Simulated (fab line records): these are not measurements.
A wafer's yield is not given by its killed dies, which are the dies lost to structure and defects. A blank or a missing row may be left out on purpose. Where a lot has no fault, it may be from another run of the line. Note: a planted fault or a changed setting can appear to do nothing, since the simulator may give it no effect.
Code-filled problem report in 8D (eight disciplines) form | flow gf180mcu | the parts of the form that need people (team, actions taken, sign-off) are left out

## 1. PROBLEM STATEMENT
Mean of rfFwdPowerW at GF_TOP_METAL_METAL_ETCH_16: 670.1 W across 6 wafers in 2 lots; on wafers with no fault it is 796.8 W (standard deviation 2.3). Measured from the usual mean, that is -55 standard deviations.
The step: etches the open film in Cl2/BCl3, stops on SiO2, target depth 1077.5 nm, time 179.6 s.
First seen on wafer L455.1, day 33 02:52, on rieMetal-02. The record has a number at this step for 42 wafers belonging to 14 lots. Rule for "out" (also "out of limits"): further than 4 standard deviations from the usual mean. Any other wafer with a number is counted as sound.

## 2. WHAT IT IS, AND WHAT IT ISN'T
question                    | is                        | is not
which readings at this step | rfFwdPowerW, oesProductAu | drypumpMotorCurrentA
which lots                  | L455, L457                | L437, L439, L440, L441, L442, L443, L445, L446, L447, L449, L450, L451
which wafers of those lots  | all that have a number    | -
read on which tools         | rieMetal-02               | rieMetal-03, rieMetal-04
when                        | from day 33 02:52         | up to then (36 sound wafers)

## 3. WHAT RULES OUT EACH SUSPECT
Counting: any tool at a process step up to the reading is kept as a suspect provided that every lot that is out went through it and no sound lot did after the first of them.
- rieMetal-02 at GF_TOP_METAL_METAL_ETCH_16 (etches the open film in Cl2/BCl3, stops on SiO2, target depth 1077.5 nm, time 179.6 s): kept. All lots that are out passed through it, beginning with L455 at day 33 02:52, and no sound lot followed; its final sound lot before that point was L450 at day 31 21:30. Out on those wafers are its own readings of oesProductAu, rfFwdPowerW.
After counting, what remains is rieMetal-02 at GF_TOP_METAL_METAL_ETCH_16.

## 4. THE CAUSE (what the simulator had put in)
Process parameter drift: rieMetal-02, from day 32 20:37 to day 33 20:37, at GF_TOP_METAL_METAL_ETCH_16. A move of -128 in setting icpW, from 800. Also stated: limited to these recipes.
After counting, this tool was the only one left.

## 5. THE EFFECT CHAIN, in route order
One row per reading whose mean, taken over the struck wafers that have a number, lies over 3 standard deviations from the usual. Only readings for which the record gives a usual standard deviation are gone through. hours: the time from each lot's start at the first step in this table that gives one to its start at this step, as a median over the lots. sigmas: the change in usual standard deviations.
hours | step                       | reading              | usual      | on struck wafers | change | sigmas
0     | GF_TOP_METAL_METAL_ETCH_16 | oesProductAu         | 0.967 a.u. | 0.912            | -0.055 | -8.7
0     | GF_TOP_METAL_METAL_ETCH_16 | rfFwdPowerW          | 796.8 W    | 670.1            | -126.7 | -55
0     | GF_TOP_METAL_METAL_ETCH_16 | throttleValvePct     | 28.257 %   | 28.314           | +0.057 | +5.2
0     | GF_TOP_METAL_STRIP_17      | stripTimeToEndpointS | 13.45 s    | 14.18            | +0.73  | +8.6
Here are the process steps it includes:
- GF_TOP_METAL_METAL_ETCH_16: etches the open film in Cl2/BCl3, stops on SiO2, target depth 1077.5 nm, time 179.6 s.
- GF_TOP_METAL_STRIP_17: strips in O2/N2.

## 6. HOW IT WOULD HAVE BEEN CAUGHT EARLIER
6 hours passed between the start of the fault at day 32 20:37 and the first reading out of limits in this record, taken at day 33 02:52.
